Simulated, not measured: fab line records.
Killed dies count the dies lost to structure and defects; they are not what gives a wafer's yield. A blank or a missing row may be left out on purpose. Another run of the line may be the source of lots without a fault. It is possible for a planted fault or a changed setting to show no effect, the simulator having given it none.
Which tool is to blame? ; flow gf180mcu ; 14 lots, 42 wafers sampled, at 3 steps of a route of 602

## WHAT EACH GAUGE READ, for each wafer
GF_VT_IMPLANT_TW_MEAS_10. Usual: VT_IMPLANT_TW gives 561 (standard deviation 5.3).
lot;measured;on;VT_IMPLANT_TW;flag
L824;day 5 15:10;film_metro-02;557 557 557;
L825;day 5 20:58;film_metro-04;563 565 566;
L827;day 6 08:43;film_metro-03;558 563 559;
L829;day 6 22:20;film_metro-02;561 564 565;
L831;day 7 11:40;film_metro-03;558 559 558;
L833;day 7 23:25;film_metro-04;573 571 573;
L835;day 8 14:16;film_metro-02;562 564 561;
L836;day 8 17:58;film_metro-02;564 563 564;
L837;day 8 23:41;film_metro-03;558 558 557;
L839;day 9 15:04;film_metro-03;557 561 556;
L840;day 9 17:59;film_metro-03;555 558 555;
L841;day 10 01:13;film_metro-03;553 554 558;
L842;day 10 05:40;film_metro-02;30 30 30 30 30 30;OFF
L843;day 10 13:25;film_metro-03;30 30 30 30 30 30;OFF

GF_NSD_OVL_MEAS_08. Usual: NSD_OVL gives -0.6 nm (standard deviation 1.5).
lot;measured;on;NSD_OVL (nm);flag
L824;day 13 03:19;overlay-02;-1.8 0.3 0.2;
L825;day 13 07:18;overlay-02;-1.1 -0.2 1.3;
L827;day 14 05:48;overlay-02;0.6 2.3 0.7;
L829;day 15 01:06;overlay-01;0.2 0.7 -0.7;
L831;day 15 22:21;overlay-02;0.2 0.6 -0.1;
L833;day 16 20:06;overlay-02;-2.7 -1.5 -2.0;
L835;day 17 18:26;overlay-01;-2.0 -1.9 -0.2;
L836;day 17 19:56;overlay-02;0.9 -0.2 -0.2;
L837;day 18 04:58;overlay-02;2.0 -2.8 -3.6;
L839;day 19 02:45;overlay-01;-0.2 -0.2 -0.5;
L840;day 19 03:47;overlay-02;-1.5 0.0 -1.1;
L841;day 19 09:54;overlay-02;2.4 -1.1 1.3;

## WHICH TOOL RAN EACH LOT (tool, then ch and the chambers of the sampled wafers, then the start)
lot;GF_VT_IMPLANT_DEVELOP_06
L824;litho_track-02 ch 0, day 5 14:43
L825;litho_track-01 ch 0, day 5 20:33
L827;litho_track-02 ch 0, day 6 08:16
L829;litho_track-04 ch 0, day 6 21:55
L831;litho_track-02 ch 0, day 7 11:13
L833;litho_track-02 ch 0, day 7 23:00
L835;litho_track-04 ch 0, day 8 13:50
L836;litho_track-01 ch 0, day 8 17:31
L837;litho_track-02 ch 0, day 8 23:18
L839;litho_track-01 ch 0, day 9 14:39
L840;litho_track-04 ch 0, day 9 17:34
L841;litho_track-01 ch 0, day 10 00:48
L842;litho_track-01 ch 0, day 10 05:15
L843;litho_track-01 ch 0, day 10 12:58
- GF_VT_IMPLANT_DEVELOP_06: develop time 60 s.

## AS READ BY THE TOOLS THEMSELVES (means over the sampled wafers that have a number; for cases with no such wafer, the mark the record gives instead)
GF_VT_IMPLANT_DEVELOP_06. Usual: chill_plate_temp_C 22.99 C, standard deviation 0.1; resist_line_temp_C 23.03 C, standard deviation 0.1.
lot;tool;chill_plate_temp_C (C);resist_line_temp_C (C);flag
L824;litho_track-02;22.96;22.99;
L825;litho_track-01;23.02;22.92;
L827;litho_track-02;22.91;22.92;
L829;litho_track-04;23.02;23.00;
L831;litho_track-02;23.01;23.03;
L833;litho_track-02;23.06;22.89;
L835;litho_track-04;23.06;23.12;
L836;litho_track-01;23.00;23.06;
L837;litho_track-02;22.97;23.05;
L839;litho_track-01;23.15;23.01;
L840;litho_track-04;23.12;23.00;
L841;litho_track-01;23.01;23.28;
L842;litho_track-01;22.93;23.08;
L843;litho_track-01;23.09;23.04;

## THE ANSWER, worked out from the rows above alone
Rule: a lot counts as off when the mean over its wafers that have a number is more than 3 standard deviations away from the usual mean. A lot without any number at a reading at which 4 lots or more have one is off too. Where the step has rows for the other lots, those lots are counted as sound. After the gauges, taken in route order, come the tools' own readings; for these a lot's mean is taken, as printed above. The first step at which some lot is off is used, and at that step the reading that is off furthest; a lot without a number counts as furthest.
Off: L842, L843, seen at GF_VT_IMPLANT_TW_MEAS_10 (VT_IMPLANT_TW).
If a tool, at a process step before that reading, ran all the lots that are off and no sound lot after the first of them, it fits. The gauges at GF_VT_IMPLANT_TW_MEAS_10 are tried like those tools. One fits: litho_track-01 at GF_VT_IMPLANT_DEVELOP_06. A fault onset in the window from L841 (day 10 00:48, its last sound lot) to L842 (day 10 05:15, its first lot off) fits.

## WHAT THE SIMULATOR PUT IN
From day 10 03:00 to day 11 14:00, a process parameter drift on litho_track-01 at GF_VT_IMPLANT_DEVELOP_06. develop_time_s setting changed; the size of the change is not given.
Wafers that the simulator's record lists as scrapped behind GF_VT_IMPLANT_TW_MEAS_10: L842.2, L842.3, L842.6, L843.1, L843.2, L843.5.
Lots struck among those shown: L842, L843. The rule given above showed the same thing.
